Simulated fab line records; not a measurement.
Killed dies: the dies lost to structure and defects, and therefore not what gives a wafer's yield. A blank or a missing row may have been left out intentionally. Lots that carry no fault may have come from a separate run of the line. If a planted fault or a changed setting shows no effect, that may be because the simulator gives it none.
fab line records | flow sky130
record: lots: 6 | wafers: 18 | last-day: 52
route steps=708 shown SONOS_TUNNEL@156 SONOS_ONO@168 PAD_OPEN@708
lots untouched by any fault: they come from a run of this same line in which no faults occurred
start-h: start of the lot's first displayed wafer, in hours after the record's first day | wait-h: hours elapsed since this lot's preceding step | " the same as in the row above | L1.1+2: several wafers, shown together as one row | - no value, or no start given | * or withheld: withheld | < > ~ a bound
route shown NAME@n: NAME is a module with steps in the file, n the number in the route of the first one | usual: the fault-free wafers' mean and standard deviation | same: alike in all rows | chamber/n: place in a boat | sites: each site's reading | _std_site: standard deviation of those values | _edge_site: inner sites' mean taken away from outer sites' mean | radius-mm: how far each site lies from the wafer's centre | mask NAME#n: copy n | behind: the last tool/chamber to shape the wafer | hold: reason for holding the lot/hours on hold/outcome of the hold | device: whichever transistor did not switch (one of n, p or np) | end of line: the route-end tests of the same wafers | a step with no rows: only its recipe | killed: not the wafer's yield, but the dies lost to structure and defects at the first sort | map: the dies of a wafer, with x for killed, . for not killed, _ for no die there
set.NAME: the run value of the setting; set.NAME@STEP: its run value at that earlier step | model.NAME: the simulator's own value behind a step, which no gauge read
lots at selected steps of the route; one table per step, one row per wafer
services: when a tool's chamber went out of use (start-h, in hours from the record's first day, below 0 if earlier), for how many hours, and the reason
== steps ==
step: SKY_SONOS_TUNNEL_COAT_02
recipe: resist: NOVOLAK | spin-rpm: 3000 | resist-thk-nm: 1140
step: SKY_SONOS_TUNNEL_SOFTBAKE_03
recipe: temp-c: 90 | time-s: 60 | resist: NOVOLAK
step: SKY_SONOS_TUNNEL_EXPOSE_04
recipe: mask-id: TUNM | na: 0.6 | source-shape: conventional | sigma-outer: 0.6 | polarization: unpolarized | target-cd-nm: 410 | dose-mj: 136
step: SKY_SONOS_TUNNEL_PEB_05
recipe: temp-c: withheld | time-s: * | resist: NOVOLAK
step: SKY_SONOS_TUNNEL_DEVELOP_06
recipe: resist: NOVOLAK | developer: TMAH | develop-time-s: 60 | dev-temp-c: 23
step: SKY_SONOS_TUNNEL_CD_MEAS_07
recipe: target-cd-nm: 410
usual: cd-nm: 410.8/2.4
lot.wafer | tool      | chamber | start-h | wait-h | cd-nm
L631.1    | cd-sem-01 | -       | 258.82  | 0.1    | 414.7
L631.2    | "         | -       | "       | "      | 414.6
L631.3    | "         | -       | "       | "      | 416.1
L633.1    | cd-sem-01 | -       | 274.37  | 0.1    | 409.6
L633.2    | "         | -       | "       | "      | 410.4
L633.5    | "         | -       | "       | "      | 410.0
L644.1    | cd-sem-02 | -       | 351.98  | 0.1    | 407.0
L644.2    | "         | -       | "       | "      | 412.1
L644.6    | "         | -       | "       | "      | 406.0
L651.2    | cd-sem-01 | -       | 416.66  | 0.1    | 408.1
L651.3    | "         | -       | "       | "      | 411.7
L651.6    | "         | -       | "       | "      | 409.2
L652.3    | cd-sem-02 | -       | 422.52  | 0.1    | 410.1
L652.5    | "         | -       | "       | "      | 413.8
L652.6    | "         | -       | "       | "      | 412.5
L653.1    | cd-sem-02 | -       | 432.59  | 0.1    | 411.9
L653.3    | "         | -       | "       | "      | 412.3
L653.6    | "         | -       | "       | "      | 412.2
step: SKY_SONOS_TUNNEL_OVL_MEAS_08
usual: SONOS_TUNNEL_OVL: 0.3/1.2
lot.wafer | tool       | chamber | start-h | wait-h | SONOS_TUNNEL_OVL[nm]
L631.1    | overlay-01 | -       | 258.94  | 0.1    | -0.1
L631.2    | "          | -       | "       | "      | 1.6
L631.3    | "          | -       | "       | "      | 2.1
L633.1    | overlay-02 | -       | 274.49  | 0.1    | 0.1
L633.2    | "          | -       | "       | "      | 1.2
L633.5    | "          | -       | "       | "      | 1.6
L644.1    | overlay-01 | -       | 352.10  | 0.1    | -1.4
L644.2    | "          | -       | "       | "      | -0.7
L644.6    | "          | -       | "       | "      | -2.0
L651.2    | overlay-02 | -       | 416.76  | 0.1    | 0.2
L651.3    | "          | -       | "       | "      | -0.6
L651.6    | "          | -       | "       | "      | -0.2
L652.3    | overlay-01 | -       | 422.61  | 0.1    | 1.7
L652.5    | "          | -       | "       | "      | 0.8
L652.6    | "          | -       | "       | "      | 1.1
L653.1    | overlay-02 | -       | 432.71  | 0.1    | -0.3
L653.3    | "          | -       | "       | "      | -1.8
L653.6    | "          | -       | "       | "      | -0.7
step: SKY_SONOS_TUNNEL_IMPLANT_09
recipe: species: B | energy-kev: 20 | dose-cm2: 1e+12 | tilt-deg: withheld
step: SKY_SONOS_TUNNEL_WET_ETCH_10
recipe: chemistry: dHF | target-depth-nm: 14 | target: SiO2 | dilution: 100:1 | temp-c: 25 | time-s: 280
step: SKY_SONOS_TUNNEL_STRIP_11
recipe: chemistry: SPM | time-s: 600 | temp-c: 130
step: SKY_SONOS_TUNNEL_TW_MEAS_12
usual: SONOS_TUNNEL_TW: 198.3/1.5
lot.wafer | tool          | chamber | start-h | wait-h | SONOS_TUNNEL_TW
L631.1    | film-metro-03 | -       | 259.39  | 0.0    | 195.6
L631.2    | "             | -       | "       | "      | 197.2
L631.3    | "             | -       | "       | "      | 197.1
L633.1    | film-metro-03 | -       | 274.94  | 0.0    | 196.0
L633.2    | "             | -       | "       | "      | 197.2
L633.5    | "             | -       | "       | "      | 197.3
L644.1    | film-metro-03 | -       | 352.54  | 0.0    | 197.8
L644.2    | "             | -       | "       | "      | 197.7
L644.6    | "             | -       | "       | "      | 197.7
L651.2    | film-metro-03 | -       | 417.42  | 0.0    | 196.1
L651.3    | "             | -       | "       | "      | 196.4
L651.6    | "             | -       | "       | "      | 196.8
L652.3    | film-metro-04 | -       | 423.06  | 0.0    | 199.2
L652.5    | "             | -       | "       | "      | 199.0
L652.6    | "             | -       | "       | "      | 199.9
L653.1    | film-metro-01 | -       | 433.22  | 0.0    | 199.0
L653.3    | "             | -       | "       | "      | 199.3
L653.6    | "             | -       | "       | "      | 200.2
step: SKY_SONOS_TUNNEL_CLEAN_13
recipe: chemistry: dHF | time-s: 20 | dilution: 100:1 | dry: ipa-marangoni
step: SKY_SONOS_ONO_OXIDATION_00
recipe: temp-c: 800 | ambient: O2 | idle-temp-c: 700 | ramp-up-c-per-min: 10 | ramp-down-c-per-min: 3 | stabilise-s: 600 | purge-s: 300 | target-thk-a: 26 | ox-time-s: 1249
usual: spike-tc-top-C: 810.7/2.7 | zone-power-lower-pct: 14.60/0.18 | zone-power-top-pct: 30.8/1 | zone-power-upper-pct: 14.1/0.34
lot.wafer | tool       | chamber | start-h | wait-h | spike-tc-top-C | zone-power-lower-pct | zone-power-top-pct | zone-power-upper-pct | model.SiO2_of_SONOS_ONO_OXIDATION_00.thk-nm
L631.1    | furnace-01 | 0       | 264.58  | 5.1    | 812.8          | 14.85                | 31.7               | 13.8                 | 2.625
L631.2    | "          | 0       | "       | "      | 813.1          | 14.51                | 31.2               | 13.8                 | 2.659
L631.3    | "          | 0       | "       | "      | 812.7          | 14.79                | 31.3               | 13.7                 | 2.613
L633.1    | furnace-01 | 0       | 277.20  | 2.2    | 812.8          | 14.73                | 31.7               | 13.7                 | 2.52
L633.2    | "          | 0       | "       | "      | 812.7          | 14.81                | 31.7               | 14.0                 | 2.591
L633.5    | "          | 0       | "       | "      | 813.5          | 14.75                | 31.3               | 13.8                 | 2.558
L644.1    | furnace-01 | 0       | 413.51  | 60.9   | 813.1          | 14.87                | 31.3               | 13.8                 | 2.508
L644.2    | "          | 0       | "       | "      | 811.2          | 14.82                | 31.6               | 13.9                 | 2.577
L644.6    | "          | 0       | "       | "      | 813.5          | 14.72                | 31.5               | 13.7                 | 2.539
L652.3    | furnace-02 | 0       | 423.82  | 0.7    | 807.1          | 14.70                | 29.0               | 14.5                 | 2.572
L652.5    | "          | 0       | "       | "      | 808.6          | 14.47                | 29.1               | 14.5                 | 2.589
L652.6    | "          | 0       | "       | "      | 807.7          | 14.48                | 29.3               | 14.2                 | 2.556
L653.1    | furnace-02 | 0       | 433.30  | 0.0    | 808.6          | 14.60                | 29.5               | 14.6                 | 2.583
L653.3    | "          | 0       | "       | "      | 807.9          | 14.90                | 29.2               | 14.3                 | 2.533
L653.6    | "          | 0       | "       | "      | 807.8          | 14.37                | 29.6               | 14.5                 | 2.535
L651.2    | furnace-01 | 0       | 478.95  | 61.5   | 814.6          | 14.73                | 32.0               | 13.9                 | 2.688
L651.3    | "          | 0       | "       | "      | 811.8          | 15.02                | 32.0               | 13.7                 | 2.617
L651.6    | "          | 0       | "       | "      | 811.5          | 14.53                | 31.4               | 14.1                 | 2.607
step: SKY_SONOS_ONO_THK_MEAS_01
recipe: reads: SiO2_of_SONOS_ONO_OXIDATION_00
usual: SONOS_ONO_OXIDATION_THK: 2.58/0.05
lot.wafer | tool          | chamber | start-h | wait-h | SONOS_ONO_OXIDATION_THK[nm]
L631.1    | film-metro-03 | -       | 265.93  | 0.0    | 2.64
L631.2    | "             | -       | "       | "      | 2.61
L631.3    | "             | -       | "       | "      | 2.67
L633.1    | film-metro-03 | -       | 278.54  | 0.0    | 2.52
L633.2    | "             | -       | "       | "      | 2.60
L633.5    | "             | -       | "       | "      | 2.56
L644.1    | film-metro-01 | -       | 414.86  | 0.0    | 2.57
L644.2    | "             | -       | "       | "      | 2.60
L644.6    | "             | -       | "       | "      | 2.55
L652.3    | film-metro-03 | -       | 425.19  | 0.0    | 2.56
L652.5    | "             | -       | "       | "      | 2.57
L652.6    | "             | -       | "       | "      | 2.51
L653.1    | film-metro-03 | -       | 434.65  | 0.0    | 2.62
L653.3    | "             | -       | "       | "      | 2.51
L653.6    | "             | -       | "       | "      | 2.60
L651.2    | film-metro-01 | -       | 480.30  | 0.0    | 2.69
L651.3    | "             | -       | "       | "      | 2.63
L651.6    | "             | -       | "       | "      | 2.57
step: SKY_PAD_OPEN_PROBE_99
usual: killed_at_M0_to_M3: 43/6.5 | killed_at_M4_up: 3.2/1.8 | killed-at-contacts: 26/5.2 | killed-at-front-end: 16/4.8 | killed-at-other: 0.3/0.6 | killed-dies: 89/9.6 | killed-open: 48/7.1 | killed-short: 40/6.4
same: gross-dies: 492 | killed-at-back-side: 0
lot.wafer | tool      | chamber | start-h | wait-h | killed_at_M0_to_M3 | killed_at_M4_up | killed-at-contacts | killed-at-front-end | killed-at-other | killed-dies | killed-open | killed-short | model.etest.cap-ono.gate-bv-v | model.etest.sonos-baked.vt-less-v | model.etest.sonos-baked.vt-v
L631.1    | prober-02 | -       | 1089.24 | 0.1    | 48                 | 2               | 18                 | 15                  | 0               | 83          | 40          | 43           | 15.91                         | -0.4522                           | 0.9997
L631.2    | prober-02 | -       | 1089.29 | 0.1    | 42                 | 1               | 22                 | 15                  | 0               | 80          | 47          | 33           | 16.54                         | -0.4912                           | 0.9648
L631.3    | prober-02 | -       | 1089.34 | 0.2    | 47                 | 4               | 26                 | 12                  | 0               | 89          | 40          | 49           | 16.17                         | -0.5941                           | 0.9097
L633.1    | prober-02 | -       | 1096.48 | 0.1    | 41                 | 6               | 24                 | 13                  | 0               | 84          | 42          | 42           | 16.14                         | -0.5644                           | 1.01
L633.2    | prober-02 | -       | 1096.53 | 0.1    | 43                 | 2               | 26                 | 17                  | 0               | 88          | 48          | 39           | 16.02                         | -0.5181                           | 1.032
L633.5    | prober-02 | -       | 1096.68 | 0.2    | 35                 | 3               | 20                 | 23                  | 0               | 81          | 48          | 33           | 15.99                         | -0.5459                           | 0.9222
L652.3    | prober-01 | -       | 1192.20 | 0.2    | 51                 | 4               | 30                 | 21                  | 1               | 107         | 62          | 44           | 15.99                         | -0.4727                           | 1.018
L652.5    | prober-01 | -       | 1192.30 | 0.2    | 57                 | 3               | 15                 | 17                  | 2               | 94          | 45          | 49           | 15.82                         | -0.5473                           | 0.9845
L652.6    | prober-01 | -       | 1192.35 | 0.2    | 41                 | 2               | 26                 | 15                  | 2               | 86          | 50          | 35           | 16.69                         | -0.4866                           | 0.9448
L653.1    | prober-02 | -       | 1199.03 | 0.1    | 37                 | 1               | 41                 | 21                  | 1               | 101         | 61          | 40           | 15.97                         | -0.4934                           | 1.031
L653.3    | prober-02 | -       | 1199.13 | 0.2    | 50                 | 0               | 33                 | 13                  | 0               | 96          | 51          | 45           | 16.17                         | -0.5176                           | 0.9527
L653.6    | prober-02 | -       | 1199.28 | 0.2    | 44                 | 2               | 25                 | 16                  | 0               | 87          | 41          | 46           | 16.43                         | -0.4719                           | 0.9691
L644.1    | prober-01 | -       | 1214.06 | 0.1    | 32                 | 4               | 26                 | 16                  | 2               | 80          | 45          | 34           | 15.53                         | -0.5009                           | 0.8167
L644.2    | prober-01 | -       | 1214.11 | 0.1    | 27                 | 4               | 33                 | 12                  | 0               | 76          | 39          | 36           | 15.32                         | -0.4977                           | 0.8164
L644.6    | prober-01 | -       | 1214.31 | 0.2    | 44                 | 6               | 31                 | 11                  | 1               | 93          | 52          | 39           | 15.37                         | -0.5486                           | 0.8236
L651.2    | prober-02 | -       | 1250.25 | 0.1    | 36                 | 4               | 23                 | 20                  | 1               | 84          | 44          | 39           | 15.62                         | -0.5882                           | 0.9342
L651.3    | prober-02 | -       | 1250.30 | 0.2    | 36                 | 2               | 34                 | 15                  | 2               | 89          | 43          | 44           | 15.4                          | -0.6241                           | 0.859
L651.6    | prober-02 | -       | 1250.45 | 0.2    | 34                 | 2               | 15                 | 17                  | 0               | 68          | 32          | 36           | 15.07                         | -0.6319                           | 0.8555
killed by level:class
L631.1 VIA2:geometric-particle:open=11 VIA1:geometric-particle:open=7 CONTACT:geometric-particle:open=6 METAL1:geometric-particle:short=6 VIA3:geometric-particle:short=6 LOCAL_INTERCONNECT:geometric-particle:short=5 VIA3:geometric-particle:open=5 FIELD_ISO:geometric-particle:open=4
L631.2 CONTACT:geometric-particle:open=10 VIA2:geometric-particle:open=9 VIA3:geometric-particle:open=7 LI_CONTACT:geometric-particle:open=5 VIA1:geometric-particle:short=5 METAL1:geometric-particle:short=5 VIA2:geometric-particle:short=5 POLY_GATE:geometric-particle:short=4
L631.3 CONTACT:geometric-particle:open=8 VIA1:geometric-particle:open=8 LI_CONTACT:geometric-particle:open=7 LI_CONTACT:geometric-particle:short=7 METAL1:geometric-particle:short=7 METAL2:geometric-particle:short=7 VIA2:geometric-particle:open=7 VIA3:geometric-particle:open=6
L633.1 CONTACT:geometric-particle:open=11 METAL2:geometric-particle:short=9 METAL1:geometric-particle:short=8 VIA3:geometric-particle:open=7 METAL4:geometric-particle:short=6 VIA1:geometric-particle:open=6 LI_CONTACT:geometric-particle:open=5 VIA2:geometric-particle:open=5
L633.2 VIA1:geometric-particle:open=16 CONTACT:geometric-particle:open=9 VIA2:geometric-particle:open=8 CONTACT:geometric-particle:short=8 FIELD_ISO:geometric-particle:short=5 FIELD_ISO:geometric-particle:open=5 METAL1:geometric-particle:short=5 POLY_GATE:geometric-particle:short=4
L633.5 VIA1:geometric-particle:open=11 CONTACT:geometric-particle:open=9 FIELD_ISO:geometric-particle:open=7 POLY_GATE:geometric-particle:short=7 LI_CONTACT:geometric-particle:open=6 METAL1:geometric-particle:short=5 VIA2:geometric-particle:open=5 VIA2:geometric-particle:short=4
L652.3 CONTACT:geometric-particle:open=17 VIA1:geometric-particle:open=9 LI_CONTACT:geometric-particle:open=8 VIA3:geometric-particle:open=8 FIELD_ISO:geometric-particle:short=7 VIA1:geometric-particle:short=6 VIA2:geometric-particle:open=6 METAL1:geometric-particle:short=5
L652.5 VIA1:geometric-particle:open=14 CONTACT:geometric-particle:open=9 METAL2:geometric-particle:short=9 VIA1:geometric-particle:short=8 VIA2:geometric-particle:open=6 METAL1:geometric-particle:short=6 VIA3:geometric-particle:short=6 POLY_GATE:geometric-particle:short=5
L652.6 VIA1:geometric-particle:open=16 CONTACT:geometric-particle:open=12 METAL2:geometric-particle:short=7 FIELD_ISO:geometric-particle:open=6 LI_CONTACT:geometric-particle:open=6 LOCAL_INTERCONNECT:geometric-particle:short=5 METAL1:geometric-particle:short=4 VIA3:geometric-particle:open=4
L653.1 CONTACT:geometric-particle:open=15 VIA1:geometric-particle:open=11 FIELD_ISO:geometric-particle:short=8 LOCAL_INTERCONNECT:geometric-particle:short=8 LI_CONTACT:geometric-particle:open=8 CONTACT:geometric-particle:short=7 VIA2:geometric-particle:open=7 VIA3:geometric-particle:open=7
L653.3 LI_CONTACT:geometric-particle:open=11 CONTACT:geometric-particle:open=10 VIA2:geometric-particle:open=9 VIA1:geometric-particle:open=7 METAL2:geometric-particle:short=7 VIA3:geometric-particle:short=6 METAL3:geometric-particle:short=5 CONTACT:geometric-particle:short=4
L653.6 VIA1:geometric-particle:short=10 LI_CONTACT:geometric-particle:open=9 LOCAL_INTERCONNECT:geometric-particle:short=6 METAL1:geometric-particle:short=6 METAL2:geometric-particle:short=6 VIA2:geometric-particle:open=6 POLY_GATE:geometric-particle:open=5 VIA1:geometric-particle:open=5
L644.1 LI_CONTACT:geometric-particle:open=13 VIA1:geometric-particle:open=7 CONTACT:geometric-particle:open=6 POLY_GATE:geometric-particle:open=5 VIA1:geometric-particle:short=5 VIA3:geometric-particle:open=4 METAL1:geometric-particle:short=4 FIELD_ISO:geometric-particle:short=3
L644.2 LI_CONTACT:geometric-particle:open=12 CONTACT:geometric-particle:short=9 CONTACT:geometric-particle:open=7 VIA3:geometric-particle:short=6 FIELD_ISO:geometric-particle:open=4 VIA1:geometric-particle:open=4 VIA1:geometric-particle:short=4 METAL2:geometric-particle:short=4
L644.6 VIA1:geometric-particle:open=17 CONTACT:geometric-particle:open=10 LI_CONTACT:geometric-particle:open=7 VIA2:geometric-particle:open=6 LI_CONTACT:geometric-particle:short=5 CONTACT:geometric-particle:short=5 METAL1:geometric-particle:short=4 METAL3:geometric-particle:short=4
L651.2 LI_CONTACT:geometric-particle:open=9 VIA3:geometric-particle:open=8 FIELD_ISO:geometric-particle:short=7 LOCAL_INTERCONNECT:geometric-particle:short=6 VIA1:geometric-particle:open=6 METAL2:geometric-particle:short=6 VIA2:geometric-particle:open=6 CONTACT:geometric-particle:open=4
L651.3 LOCAL_INTERCONNECT:geometric-particle:short=9 LI_CONTACT:geometric-particle:open=8 VIA2:geometric-particle:open=8 CONTACT:geometric-particle:open=8 CONTACT:geometric-particle:short=6 VIA1:geometric-particle:open=6 METAL1:geometric-particle:short=5 POLY_GATE:geometric-particle:short=4
L651.6 VIA1:geometric-particle:open=7 CONTACT:geometric-particle:open=6 METAL2:geometric-particle:short=6 VIA3:geometric-particle:open=5 POLY_GATE:geometric-particle:short=5 LI_CONTACT:geometric-particle:open=5 METAL1:geometric-particle:short=4 METAL3:geometric-particle:short=4
== services ==
tool       | chamber | start-h | hours | kind
furnace-02 | -       | 243.61  | 51.1  | pm
furnace-02 | -       | 294.66  | 5.2   | pm
furnace-02 | -       | 299.89  | 3.2   | pm
furnace-01 | -       | 303.89  | 3.1   | pm
furnace-01 | -       | 373.10  | 3.2   | pm
furnace-02 | -       | 441.49  | 4.4   | pm
== key ==
first-sign: step: SKY_SONOS_ONO_OXIDATION_00 | reading: wait-h | direction: changed
effect none on later readings
model-effect: step: SKY_SONOS_ONO_OXIDATION_00 | value: SiO2_of_SONOS_ONO_OXIDATION_00.thk-nm | without: 2.569 | struck: 2.589
model-effect: step: SKY_PAD_OPEN_PROBE_99 | value: etest.cap-ono.gate-bv-v | without: 16.72 | struck: 15.38
met-at SKY_SONOS_ONO_OXIDATION_00
struck-wafers L644.1,L644.2,L644.6,L651.2,L651.3,L651.6
tester-left-out L644,L651
fault: kind: queue-time-violation | tool: furnace-01,furnace-02 | chamber: 0 | onset-h: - | steps: SKY_SONOS_ONO_OXIDATION_00 | delay-hr: 60 | scope: struck-lots-only
tester-left-out: of these lots the tester's yield and bins aren't shown, on N5 and GAA mostly nor the transistor test; their killed dies are dies lost to structure and defects alone, not to doping, threshold or leakage, so they don't give the yield
